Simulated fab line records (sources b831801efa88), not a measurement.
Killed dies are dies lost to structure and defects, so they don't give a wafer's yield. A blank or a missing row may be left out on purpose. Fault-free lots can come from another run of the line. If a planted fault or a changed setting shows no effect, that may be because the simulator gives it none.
Matching of chambers	flow sky130	4 sister chambers for SKY_CONTACT_ETCH_17 on rieDiel-01
The step etches SiO2 in C4F8/O2/Ar, stops on Si3N4, target depth 340 nm. 16 wafers are shown with their chamber, then 8 later ones without.

== WAFERS, EACH WITH ITS CHAMBER ==
wafer	chamber	oesProductAu (a.u.)	chamberPressureMTorr (mTorr)
L075.1	0	0.891	40.05
L075.5	0	0.891	39.99
L075.6	1	0.893	39.96
L076.4	0	0.890	40.05
L076.5	2	0.886	40.01
L076.6	3	0.895	40.01
L079.1	2	0.888	40.01
L079.2	1	0.900	39.95
L079.5	0	0.890	40.02
L080.3	3	0.898	39.98
L080.4	2	0.894	39.97
L080.5	0	0.904	40.05
L085.1	1	0.892	40.04
L085.2	3	0.898	40.07
L085.3	0	0.895	39.99
L087.4	0	0.887	40.03

SIGNATURES (averages over the wafers above)
reading	chamber 0	chamber 1	chamber 2	chamber 3	scatter within a chamber
oesProductAu	0.89257	0.89500	0.88933	0.89700	0.00469
chamberPressureMTorr	40.0257	39.9833	39.9967	40.0200	0.0348
Rule: a wafer lies at a distance from a chamber equal to the root of the sum of squares, over the readings, of (its reading less the chamber's mean, divided by the reading's scatter). If the next closest chamber is less than 2 further off than the closest, the wafer can't be placed; otherwise it belongs to the closest. The scatter: the root of (the sum of the squares of (reading less its chamber's mean) over the shown wafers, divided by (wafers less chambers)).

== WAFERS WITH NO CHAMBER GIVEN ==
wafer	oesProductAu (a.u.)	chamberPressureMTorr (mTorr)
L087.5	0.892	39.97
L087.6	0.891	39.97
L088.4	0.892	40.00
L088.5	0.889	39.98
L088.6	0.899	40.00
L094.1	0.889	39.99
L094.3	0.898	40.02
L094.5	0.894	40.00

== THE CHAMBER EACH PASSED THROUGH ==
wafer	from the rows above	in truth
L087.5	can't be placed: 1 or 2 or 0 or 3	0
L087.6	can't be placed: 2 or 1 or 0 or 3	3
L088.4	can't be placed: 2 or 0 or 1 or 3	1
L088.5	can't be placed: 2 or 1 or 0 or 3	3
L088.6	can't be placed: 3 or 1 or 0 or 2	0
L094.1	can't be placed: 2 or 0 or 1 or 3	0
L094.3	can't be placed: 3 or 0 or 1 or 2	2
L094.5	can't be placed: 1 or 0 or 3 or 2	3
Correct placement for 0 of the 8. From these rows, 8 cannot be placed; in 8 the true chamber is one of the candidates. Wrongly placed: 0.
